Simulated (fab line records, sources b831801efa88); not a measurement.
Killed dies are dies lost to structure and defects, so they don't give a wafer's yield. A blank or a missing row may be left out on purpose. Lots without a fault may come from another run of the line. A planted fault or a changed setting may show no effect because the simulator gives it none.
Which tool did it? | flow gf180mcu | 14 lots, 42 wafers sampled, at 4 steps of a route of 602

WHAT THE GAUGES READ, wafer by wafer
GF_STI_THK_MEAS_24. Usual: STI_CVD_23_THK 647 nm, standard deviation 7.6.
lot  | measured    | on            | STI_CVD_23_THK (nm) | flag
L909 | day 2 03:48 | film_metro-02 | 650 648 644         |
L911 | day 2 13:51 | film_metro-02 | 652 651 637         |
L912 | day 2 23:32 | film_metro-01 | 647 639 645         |
L913 | day 2 23:35 | film_metro-02 | 646 643 633         |
L914 | day 3 09:07 | film_metro-04 | 643 648 640         |
L917 | day 3 21:58 | film_metro-02 | 633 631 645         |
L918 | day 4 03:46 | film_metro-02 | 658 651 647         |
L919 | day 4 08:53 | film_metro-04 | 647 649 644         |
L927 | day 6 00:15 | film_metro-02 | 651 643 653         |
L928 | day 6 07:55 | film_metro-02 | 655 648 643         |
L929 | day 6 11:35 | film_metro-04 | 637 648 639         |
L930 | day 6 15:58 | film_metro-04 | 653 654 649         |
L931 | day 6 21:04 | film_metro-01 | 649 645 647         |
L932 | day 7 01:44 | film_metro-01 | 649 663 654         |

GF_HV_LDD_OVL_MEAS_08. Usual: HV_LDD_OVL 0.4 nm, standard deviation 1.3.
lot  | measured     | on         | HV_LDD_OVL (nm) | flag
L909 | day 10 00:30 | overlay-02 | 1.3 1.2 1.4     |
L911 | day 10 17:14 | overlay-01 | -0.5 -1.7 -2.6  |
L912 | day 11 09:11 | overlay-02 | 1.1 -0.3 -0.7   |
L913 | day 11 11:55 | overlay-02 | -0.9 0.2 -1.1   |
L914 | day 11 19:08 | overlay-02 | 1.2 2.2 0.0     |
L917 | day 12 15:01 | overlay-01 | 0.4 -0.8 -0.6   |
L918 | day 12 19:50 | overlay-01 | 0.6 1.4 0.8     |
L919 | day 13 07:22 | overlay-02 | 1.3 1.3 1.0     |
L929 | day 16 06:17 | overlay-02 | 0.6 0.2 0.5     |
L930 | day 16 14:19 | overlay-01 | -1.7 -1.3 -1.0  |
L931 | day 16 21:35 | overlay-02 | -0.3 0.7 0.4    |
L932 | day 17 07:41 | overlay-01 | -1.0 -0.1 -0.8  |

WHICH TOOL RAN EACH LOT (tool, then ch and the chambers of the sampled wafers, then the start)
lot  | GF_VT_IMPLANT_DEVELOP_06          | GF_VT_IMPLANT_STRIP_09
L909 | litho_track-02 ch 0, day 5 14:29  | plasma_asher-04 ch 0,1, day 5 14:49
L911 | litho_track-04 ch 0, day 6 04:55  | plasma_asher-04 ch 0,1, day 6 05:14
L912 | litho_track-02 ch 0, day 6 18:52  | plasma_asher-02 ch 0,1, day 6 19:11
L913 | litho_track-04 ch 0, day 6 21:25  | plasma_asher-02 ch 0,1, day 6 21:44
L914 | litho_track-04 ch 0, day 7 04:04  | plasma_asher-04 ch 0,1, day 7 04:23
L917 | litho_track-02 ch 0, day 7 19:11  | plasma_asher-02 ch 0,1, day 7 19:31
L918 | litho_track-02 ch 0, day 7 23:43  | plasma_asher-01 ch 0,1, day 8 00:02
L919 | litho_track-04 ch 0, day 8 07:01  | plasma_asher-04 ch 0,1, day 8 07:20
L927 | litho_track-02, day 10 06:32      | plasma_asher-04 ch 0,1, day 10 06:53
L928 | litho_track-01, day 10 15:12      | plasma_asher-04 ch 0,1, day 10 15:31
L929 | litho_track-01 ch 0, day 10 19:01 | plasma_asher-02 ch 0,1, day 10 19:20
L930 | litho_track-02 ch 0, day 10 23:07 | plasma_asher-04 ch 0, day 10 23:26
L931 | litho_track-02 ch 0, day 11 07:17 | plasma_asher-04 ch 0,1, day 11 07:38
L932 | litho_track-02 ch 0, day 11 12:31 | plasma_asher-04 ch 0,1, day 11 12:50
- GF_VT_IMPLANT_DEVELOP_06: develop time 60 s.
- GF_VT_IMPLANT_STRIP_09: strips in O2/N2.

WHAT THE TOOLS THEMSELVES READ (means of the sampled wafers that have a number; where no wafer has one, the mark that the record gives instead)
GF_VT_IMPLANT_DEVELOP_06. Usual: chill_plate_temp_C 23.00 C, standard deviation 0.12; developer_temp_C 22.99 C, standard deviation 0.11.
lot  | tool           | chill_plate_temp_C (C) | developer_temp_C (C) | flag
L909 | litho_track-02 | 22.96                  | 23.03                |
L911 | litho_track-04 | 22.97                  | 23.07                |
L912 | litho_track-02 | 23.08                  | 23.01                |
L913 | litho_track-04 | 23.09                  | 22.98                |
L914 | litho_track-04 | 23.06                  | 23.03                |
L917 | litho_track-02 | 22.99                  | 23.03                |
L918 | litho_track-02 | 22.95                  | 23.01                |
L919 | litho_track-04 | 23.03                  | 22.93                |
L927 | litho_track-02 | -                      | -                    | OFF
L928 | litho_track-01 | -                      | -                    | OFF
L929 | litho_track-01 | 23.03                  | 22.93                |
L930 | litho_track-02 | 23.15                  | 22.87                |
L931 | litho_track-02 | 23.04                  | 22.99                |
L932 | litho_track-02 | 23.05                  | 23.15                |

GF_VT_IMPLANT_STRIP_09. Usual: drypump_motor_current_A 5.8 A, standard deviation 0.43; heater_power_w 314 W, standard deviation 15; oes_product_au 0.716 a.u., standard deviation 0.0045; strip_time_to_endpoint_s 12.64 s, standard deviation 0.03.
lot  | tool            | drypump_motor_current_A (A) | heater_power_w (W) | oes_product_au (a.u.) | strip_time_to_endpoint_s (s) | flag
L909 | plasma_asher-04 | 5.5                         | 311                | 0.710                 | 12.64                        |
L911 | plasma_asher-04 | 5.5                         | 306                | 0.723                 | 12.64                        |
L912 | plasma_asher-02 | 6.3                         | 316                | 0.721                 | 12.62                        |
L913 | plasma_asher-02 | 6.2                         | 319                | 0.716                 | 12.61                        |
L914 | plasma_asher-04 | 5.5                         | 313                | 0.714                 | 12.65                        |
L917 | plasma_asher-02 | 6.2                         | 320                | 0.716                 | 12.62                        |
L918 | plasma_asher-01 | 5.8                         | 332                | 0.712                 | 12.68                        |
L919 | plasma_asher-04 | 5.7                         | 313                | 0.717                 | 12.63                        |
L927 | plasma_asher-04 | 5.7                         | 318                | 0.715                 | 12.60                        |
L928 | plasma_asher-04 | 5.5                         | 302                | 0.714                 | 12.65                        |
L929 | plasma_asher-02 | 6.1                         | 303                | 0.718                 | 12.61                        |
L930 | plasma_asher-04 | 6.0                         | 322                | 0.714                 | 12.64                        |
L931 | plasma_asher-04 | 5.5                         | 308                | 0.714                 | 12.69                        |
L932 | plasma_asher-04 | 5.5                         | 304                | 0.715                 | 12.62                        |

THE ANSWER, worked out from the rows above alone
Rule: a lot is off if the mean of its wafers that have a number lies more than 3 standard deviations from the usual mean. A lot without any number at a reading at which 4 lots or more have one is off too. The other lots that the step has rows for count as sound. The gauges are gone through in route order, then the tools' own readings, and for those a lot's mean is taken as printed above. The first step at which some lot is off is used, and at that step the reading that is off furthest; a lot without a number counts as furthest.
Off: L927, L928, at GF_VT_IMPLANT_DEVELOP_06 (chill_plate_temp_C). Without a number there: L927, L928.
A tool fits if, at that step or a process step before it, it ran every lot that is off, and no sound lot after the first of them. None of those tried fits.

WHAT THE SIMULATOR HAD PUT IN
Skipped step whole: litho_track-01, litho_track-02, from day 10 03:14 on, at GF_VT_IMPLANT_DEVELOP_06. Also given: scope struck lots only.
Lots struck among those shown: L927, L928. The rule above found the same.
